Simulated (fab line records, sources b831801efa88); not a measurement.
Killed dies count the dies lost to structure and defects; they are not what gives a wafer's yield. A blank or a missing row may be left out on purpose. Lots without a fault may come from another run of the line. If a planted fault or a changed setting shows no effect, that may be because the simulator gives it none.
Lot-split experiment + flow gf180mcu + 23 wafers read from 5 lots, route of 602 steps

THE SPLIT
At GF_HV_LDD_IMPLANT_48, the setting dose-cm2 was moved away from the recipe's 3e+13 on 6 of the 23 wafers read, by -5.4% to +5.7%. For the rest of the wafers, this setting stayed at what the recipe calls for.

FROM THE SPLIT TO THE READING: what the file shows between them, 1 step
- GF_HV_LDD_STRIP_49: strips in O2/N2

THE READING
HV_LDD_4_TW, at GF_HV_LDD_TW_MEAS_50. A value of 566.6 with a standard deviation of 2.1 is what fault-free wafers of this fab line usually give.

| wafer  | tool, chamber at the split | dose-cm2 as run | against the recipe | HV_LDD_4_TW | against lot-mates on the recipe |
|--------|----------------------------|-----------------|--------------------|-------------|---------------------------------|
| L074.1 | implanter-02, 0            | 3e+13           | recipe             | 562.1       | -                               |
| L074.2 | implanter-02, 0            | 3.172e+13       | +5.7%              | 575.2       | +10.4                           |
| L074.3 | implanter-02, 0            | 3e+13           | recipe             | 566.8       | -                               |
| L074.4 | implanter-02, 0            | 3.172e+13       | +5.7%              | 575.5       | +10.7                           |
| L074.5 | implanter-02, 0            | 3e+13           | recipe             | 565.4       | -                               |
| L077.1 | implanter-02, 0            | 3e+13           | recipe             | 570.0       | -                               |
| L077.2 | implanter-02, 0            | 3e+13           | recipe             | 569.2       | -                               |
| L077.4 | implanter-02, 0            | 3e+13           | recipe             | 565.9       | -                               |
| L077.5 | implanter-02, 0            | 3e+13           | recipe             | 570.9       | -                               |
| L077.6 | implanter-02, 0            | 3e+13           | recipe             | 565.8       | -                               |
| L081.1 | implanter-01, 0            | 3e+13           | recipe             | 569.4       | -                               |
| L081.2 | implanter-01, 0            | 3e+13           | recipe             | 565.6       | -                               |
| L081.3 | implanter-01, 0            | 3e+13           | recipe             | 567.0       | -                               |
| L081.5 | implanter-01, 0            | 2.838e+13       | -5.4%              | 557.5       | -9.8                            |
| L081.6 | implanter-01, 0            | 2.838e+13       | -5.4%              | 557.0       | -10.3                           |
| L082.2 | implanter-02, 0            | 3e+13           | recipe             | 570.2       | -                               |
| L082.3 | implanter-02, 0            | 3e+13           | recipe             | 565.5       | -                               |
| L082.5 | implanter-02, 0            | 3e+13           | recipe             | 567.6       | -                               |
| L084.1 | implanter-02, 0            | 3e+13           | recipe             | 567.6       | -                               |
| L084.2 | implanter-02, 0            | 3e+13           | recipe             | 568.3       | -                               |
| L084.3 | implanter-02, 0            | 3e+13           | recipe             | 567.6       | -                               |
| L084.4 | implanter-02, 0            | 3.152e+13       | +5.1%              | 578.3       | +10.5                           |
| L084.5 | implanter-02, 0            | 3.152e+13       | +5.1%              | 577.7       | +9.9                            |

FIT RESULTS
A straight line over all 23 wafers: HV_LDD_4_TW changes by +1.77 for each +1% of dose-cm2; r = +0.92; the points scatter about the line by 2.1.
The same after taking each lot's own level away (the mean of its wafers on the recipe; 23 wafers): +1.9 for each +1%; r = +0.96; scatter 1.6.
The reading moves by 11 for the largest change in dose-cm2, on that fit.
Measured against the standard deviation above, the lots' own levels, which go from 564.77 to 568.36, span 1.7 times it.
So the lot-to-lot level changes the slope little: the two slopes agree.
Check: for one of the wafers moved furthest among these (+5.7%), held out of the fit, the line's prediction against its lot-mates is +11. It came out at +10.4 against them.

ADDITIONAL SPLITS CARRIED BY THESE WAFERS
These wafers also went through other splits before the reading. Each is held against what the fit with the lots' levels taken away leaves over:
| other split on the same wafers      | wafers away from the commonest value | r with HV_LDD_4_TW (lot level and that fit taken away) |
|-------------------------------------|--------------------------------------|--------------------------------------------------------|
| GF_DUAL_GATE_COAT_06 spin-rpm       | 9                                    | -0.07                                                  |
| GF_DUAL_GATE_STRIP_13 power-w       | 10                                   | +0.06                                                  |
| GF_HV_LDD_DEVELOP_06 develop-time-s | 9                                    | -0.26                                                  |
| GF_HV_LDD_COAT_14 spin-rpm          | 5                                    | +0.12                                                  |
| GF_HV_LDD_DEVELOP_18 dev-temp-c     | 5                                    | +0.06                                                  |
| GF_HV_LDD_DEVELOP_30 develop-time-s | 6                                    | +0.43                                                  |
| GF_HV_LDD_IMPLANT_33 dose-cm2       | 11                                   | +0.01                                                  |

FILE'S OWN FIT
HV_LDD_4_TW changes by +1.9 for each +1% of dose-cm2, r = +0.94.
